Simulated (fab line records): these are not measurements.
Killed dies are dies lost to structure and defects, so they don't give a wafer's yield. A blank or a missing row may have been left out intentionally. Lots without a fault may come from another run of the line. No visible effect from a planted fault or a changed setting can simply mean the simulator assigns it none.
fab line records -- flow sfqLine -- part 2 of 2: steps 28 to 38 of 38
record: lots: 5, wafers: 15, lastDay: 82
route steps=325 shown L0V@27 M0@28 I0@43 M1@58
lots with no fault: from the same line, run without faults
startH: hours from the record's first day to the start of the lot's first wafer shown -- waitH: hours elapsed since this lot's preceding step -- " the same as in the row above -- L1.1+2: one row covering several wafers at once -- - no value, or no start was given -- * or withheld: withheld -- < > ~ a bound
route shown NAME@n: names a module that has steps shown in the file, with the first one's number in the route -- usual: average and standard deviation across the fault-free wafers -- same: alike in all rows -- chamber/n: place in a boat -- sites: per-site readings -- _std_site: standard deviation across them -- _edge_site: the outer-site mean with the inner-site mean subtracted -- radiusMm: for every site, how far away it sits from the centre of the wafer -- mask NAME#n: copy n -- behind: tool/chamber where the wafer was last shaped -- hold: reason for holding the lot/hours on hold/outcome of the hold -- device: transistor that didn't switch, given as n, p or np -- end of line: the route-end tests of the same wafers -- where a step has no rows: the recipe by itself -- killed: dies lost to structure and defects at the first sort, not the wafer's yield -- map: the dies of a wafer, with x for killed, . for not killed, _ for no die there
set.NAME: the setting that was run; set.NAME@STEP: the one run at that earlier step -- model.NAME: the simulator's own value behind a step, which no gauge read
a table for each step, a row for each wafer; lots at some steps of the route
services: a tool's chamber out of use, with start hour (startH, from the record's first day; less than 0 if before it), hours out, and reason
== steps ==
step: SFQ_TRILAYER_I0_VIA_ETCH_VIA_ETCH_034
recipe: target: SiO2, stopOn: Nb, maskMaterial: PR, taperDeg: 20, chemistry: CHF3, targetDepthNm: 260, sourceW: 500, biasW: 80, pressureMtorr: 30, timeS: withheld
usual: biasW: 80.01/0.23, drypumpMotorCurrentA: 5.5/0.47, oesProductAu: 0.853/0.0048
lot.wafer,tool,chamber,startH,waitH,biasW,drypumpMotorCurrentA,oesProductAu
L076.1,rieDiel-02,0,387.33,0.0,80.15,5.5,0.860
L076.4,rieDiel-02,3,387.33,0.0,80.38,5.8,0.857
L076.6,rieDiel-02,1,387.33,0.0,79.78,5.0,0.854
L081.4,rieDiel-01,0,458.31,0.0,79.95,5.6,0.845
L081.5,rieDiel-01,3,458.31,0.0,79.80,5.3,0.857
L081.6,rieDiel-01,0,458.31,0.0,80.24,5.6,0.856
L085.1,rieDiel-04,0,479.15,0.0,79.70,5.7,0.849
L085.4,rieDiel-04,1,479.15,0.0,80.30,5.3,0.849
L085.5,rieDiel-04,3,479.15,0.0,80.10,6.1,0.858
L088.2,rieDiel-04,1,482.75,0.0,79.93,5.3,0.849
L088.4,rieDiel-04,2,482.75,0.0,79.68,5.3,0.846
L088.6,rieDiel-04,0,482.75,0.0,80.16,5.7,0.845
L089.1,rieDiel-02,0,483.95,0.0,80.43,5.5,0.846
L089.2,rieDiel-02,1,483.95,0.0,80.47,5.0,0.849
L089.4,rieDiel-02,2,483.95,0.0,80.09,5.0,0.855
step: SFQ_TRILAYER_I0_VIA_STRIP_STRIP_035
recipe: gas: O2, powerW: 200, platenTempC: 40, overashFraction: 0.65, chemistry: O2, pressureMtorr: 50
usual: drypumpMotorCurrentA: 6.0/0.4, heBacksideLeakSccm: 3.5/0.3, oesProductAu: 1.002/0.0094
lot.wafer,tool,chamber,startH,waitH,drypumpMotorCurrentA,heBacksideLeakSccm,oesProductAu,rfHoursCounterH
L076.1,rieMetal-02,1,387.44,-,5.9,3.2,1.010,36
L076.4,rieMetal-02,0,387.44,-,6.2,3.4,0.997,-
L076.6,rieMetal-02,0,387.44,-,6.2,3.5,0.995,-
L081.4,rieMetal-04,1,458.62,-,5.1,3.8,1.003,-
L081.5,rieMetal-04,1,458.62,-,5.2,3.9,1.004,-
L081.6,rieMetal-04,0,458.62,-,6.4,3.5,1.003,-
L085.1,rieMetal-01,0,479.26,-,5.9,3.4,0.993,27
L085.4,rieMetal-01,1,479.26,-,6.1,3.9,0.980,-
L085.5,rieMetal-01,0,479.26,-,6.0,3.3,0.989,-
L088.2,rieMetal-04,1,482.86,-,5.2,3.7,0.992,67
L088.4,rieMetal-04,0,482.86,-,6.4,3.5,0.998,-
L088.6,rieMetal-04,0,482.86,-,6.4,3.4,1.001,-
L089.1,rieMetal-02,1,484.06,-,5.9,3.2,1.017,49
L089.2,rieMetal-02,0,484.06,-,6.3,3.8,1.007,104
L089.4,rieMetal-02,0,484.06,-,6.2,3.8,1.018,-
step: SFQ_TRILAYER_I0_VIA_STRIP_SOLV_CLEAN_036
recipe: chemistry: NMP, tempC: 70, timeS: 600
lot.wafer,tool,chamber,startH,waitH
L076.1+4+6,wetBench-01,"7,0,3",388.04,0.4
L081.4+5+6,wetBench-01,"6,1,5",459.02,0.2
L085.1+4+5,wetBench-03,"1,4,2",479.86,0.4
L088.2+4+6,wetBench-04,"0,5,1",483.46,0.4
L089.1+2+4,wetBench-01,"2,1,4",484.66,0.4
step: SFQ_TRILAYER_M1_DEP_PRE_CLEAN_038
recipe: gas: Ar, timeS: 22.5, biasV: 250
lot.wafer,tool,chamber,startH,waitH
L076.1+4+6,pvdSputter-05,-,388.23,0.0
L081.4+5+6,pvdSputter-05,-,459.19,0.0
L085.1+4+5,pvdSputter-05,-,480.21,0.0
L088.2+4+6,pvdSputter-03,-,483.65,0.0
L089.1+2+4,pvdSputter-05,-,484.83,0.0
step: SFQ_TRILAYER_M1_DEP_SPUTTER_037
recipe: material: Nb, basePressurePa: 1.33e-06, chamberPressurePa: 0.1333, substrateTempC: 20, resputterCathodeVoltageV: 400, targetThkNm: 200, powerW: 2000, timeS: 133.3
usual: chamberPressurePa: 0.1333/0.0003, throttleValvePct: 29.8/0.7
lot.wafer,tool,chamber,startH,waitH,chamberPressurePa,throttleValvePct
L076.1,pvdSputter-05,-,388.26,0.0,0.13344,29.7
L076.4,pvdSputter-05,-,388.26,0.0,0.13287,30.3
L076.6,pvdSputter-05,-,388.26,0.0,0.13354,29.9
L081.4,pvdSputter-05,-,459.22,0.0,0.13356,29.5
L081.5,pvdSputter-05,-,459.22,0.0,0.1333,29.6
L081.6,pvdSputter-05,-,459.22,0.0,0.13326,30.2
L085.1,pvdSputter-05,-,480.24,0.0,0.13348,29.4
L085.4,pvdSputter-05,-,480.24,0.0,0.13306,29.7
L085.5,pvdSputter-05,-,480.24,0.0,0.13285,28.7
L088.2,pvdSputter-03,-,483.68,0.0,0.13329,29.8
L088.4,pvdSputter-03,-,483.68,0.0,0.13327,29.8
L088.6,pvdSputter-03,-,483.68,0.0,0.13318,30.6
L089.1,pvdSputter-05,-,484.86,0.0,0.13292,29.5
L089.2,pvdSputter-05,-,484.86,0.0,0.13338,28.6
L089.4,pvdSputter-05,-,484.86,0.0,0.13275,29.7
step: SFQ_M1_RS_MEAS_909
recipe: thkMeasGauge: four-point-probe, reads: Nb_of_TRILAYER_M1_DEP_SPUTTER_037
usual: M1_NB_RS: 0.889/0.011
lot.wafer,tool,chamber,startH,waitH,M1_NB_RS[ohm/sq]
L076.1,filmMetro-01,-,388.35,0.0,0.901
L076.4,filmMetro-01,-,388.35,0.0,0.901
L076.6,filmMetro-01,-,388.35,0.0,0.904
L081.4,filmMetro-01,-,459.37,0.1,0.885
L081.5,filmMetro-01,-,459.37,0.1,0.879
L081.6,filmMetro-01,-,459.37,0.1,0.868
L085.1,filmMetro-04,-,480.33,0.0,0.895
L085.4,filmMetro-04,-,480.33,0.0,0.899
L085.5,filmMetro-04,-,480.33,0.0,0.887
L088.2,filmMetro-01,-,483.79,0.1,0.877
L088.4,filmMetro-01,-,483.79,0.1,0.866
L088.6,filmMetro-01,-,483.79,0.1,0.875
L089.1,filmMetro-01,-,484.95,0.0,0.886
L089.2,filmMetro-01,-,484.95,0.0,0.885
L089.4,filmMetro-01,-,484.95,0.0,0.891
step: SFQ_TRILAYER_M1_LITHO_COAT_044
recipe: resist: BARC, spinRpm: 3000, resistThkNm: 62
usual: spinSpeedRpm: 3000.4/2.1
lot.wafer,tool,chamber,startH,waitH,spinSpeedRpm
L076.1,lithoTrack-02,0,388.53,0.1,2998.1
L076.4,lithoTrack-02,0,388.53,0.1,3001.1
L076.6,lithoTrack-02,0,388.53,0.1,2998.9
L081.4,lithoTrack-03,0,459.64,0.2,2998.6
L081.5,lithoTrack-03,0,459.64,0.2,2998.9
L081.6,lithoTrack-03,0,459.64,0.2,2998.5
L085.1,lithoTrack-02,0,480.51,0.1,3003.0
L085.4,lithoTrack-02,0,480.51,0.1,3001.1
L085.5,lithoTrack-02,0,480.51,0.1,3004.7
L088.2,lithoTrack-03,0,484.00,0.1,2997.5
L088.4,lithoTrack-03,0,484.00,0.1,2999.9
L088.6,lithoTrack-03,0,484.00,0.1,3000.2
L089.1,lithoTrack-03,0,485.13,0.1,2999.3
L089.2,lithoTrack-03,0,485.13,0.1,3000.2
L089.4,lithoTrack-03,0,485.13,0.1,3000.4
step: SFQ_TRILAYER_M1_LITHO_COAT_039
recipe: resist: KrF, spinRpm: 3000, resistThkNm: 600
usual: spinSpeedRpm: 2999.9/1.9
lot.wafer,tool,chamber,startH,waitH,spinSpeedRpm
L076.1,lithoTrack-02,0,388.83,0.2,2999.6
L076.4,lithoTrack-02,0,388.83,0.2,3000.2
L076.6,lithoTrack-02,0,388.83,0.2,2997.9
L081.4,lithoTrack-03,0,459.94,0.2,3001.6
L081.5,lithoTrack-03,0,459.94,0.2,3000.2
L081.6,lithoTrack-03,0,459.94,0.2,3000.5
L085.1,lithoTrack-02,0,480.81,0.2,2999.5
L085.4,lithoTrack-02,0,480.81,0.2,3000.4
L085.5,lithoTrack-02,0,480.81,0.2,3002.4
L088.2,lithoTrack-03,0,484.30,0.2,3001.6
L088.4,lithoTrack-03,0,484.30,0.2,2999.5
L088.6,lithoTrack-03,0,484.30,0.2,2999.3
L089.1,lithoTrack-03,0,485.43,0.2,3001.7
L089.2,lithoTrack-03,0,485.43,0.2,2999.7
L089.4,lithoTrack-03,0,485.43,0.2,2996.7
step: SFQ_TRILAYER_M1_LITHO_SOFTBAKE_043
recipe: tempC: withheld, timeS: withheld, resist: KrF
lot.wafer,tool,chamber,startH,waitH
L076.1+4+6,lithoTrack-02,0,389.13,0.2
L081.4+5+6,lithoTrack-03,0,460.17,0.2
L085.1+4+5,lithoTrack-02,0,481.11,0.2
L088.2+4+6,lithoTrack-03,0,484.57,0.2
L089.1+2+4,lithoTrack-03,0,485.73,0.2
step: SFQ_TRILAYER_M1_LITHO_EXPOSE_040
recipe: maskId: M1, na: 0.6, sourceShape: conventional, sigmaOuter: 0.65, targetCdNm: 500, doseMj: 14.4
same: sigmaOuter: 0.65
lot.wafer,tool,chamber,startH,waitH,mask
L076.1+4+6,krfScanner-01,0,535.17,-,M1#0
L081.4+5+6,krfScanner-02,0,597.34,-,M1#0
L085.1+4+5,krfScanner-02,0,615.51,-,M1#0
L088.2+4+6,krfScanner-01,0,621.84,-,M1#0
L089.1+2+4,krfScanner-01,0,625.24,-,M1#0
step: SFQ_TRILAYER_M1_LITHO_PEB_042
recipe: pebTempC: 115, pebTimeS: 60, resist: KrF
lot.wafer,tool,chamber,startH,waitH
L076.1+4+6,lithoTrack-03,0,536.37,1.0
L081.4+5+6,lithoTrack-03,0,598.02,0.5
L085.1+4+5,lithoTrack-02,0,616.71,1.0
L088.2+4+6,lithoTrack-03,0,622.86,0.8
L089.1+2+4,lithoTrack-03,0,626.44,1.0
== services ==
tool,chamber,startH,hours,kind
rieMetal-02,-,172.43,0.8,repair
krfScanner-01,-,183.99,2.3,repair
krfScanner-01,-,198.34,1.3,pm
krfScanner-01,-,236.22,1.0,pm
krfScanner-01,-,242.26,1.6,repair
krfScanner-01,-,248.47,7.2,pm
rieMetal-02,-,253.29,14.6,pm
krfScanner-01,-,274.83,0.8,pm
krfScanner-01,-,356.11,1.0,repair
krfScanner-01,-,356.38,2.6,repair
pvdSputter-05,-,364.57,6.3,repair
pvdSputter-05,-,369.30,2.3,repair
krfScanner-01,-,373.43,1.3,pm
krfScanner-01,-,379.04,3.3,repair
krfScanner-01,-,405.08,1.0,pm
krfScanner-01,-,415.06,6.2,repair
krfScanner-01,-,443.73,0.8,pm
rieMetal-02,0,472.82,1.9,repair
rieMetal-02,1,523.75,10.2,repair
krfScanner-01,-,549.57,1.3,pm
krfScanner-01,-,550.87,3.6,pm
rieMetal-02,0,567.94,16.1,repair
krfScanner-01,-,575.02,1.0,pm
pvdSputter-05,-,597.26,3.6,repair
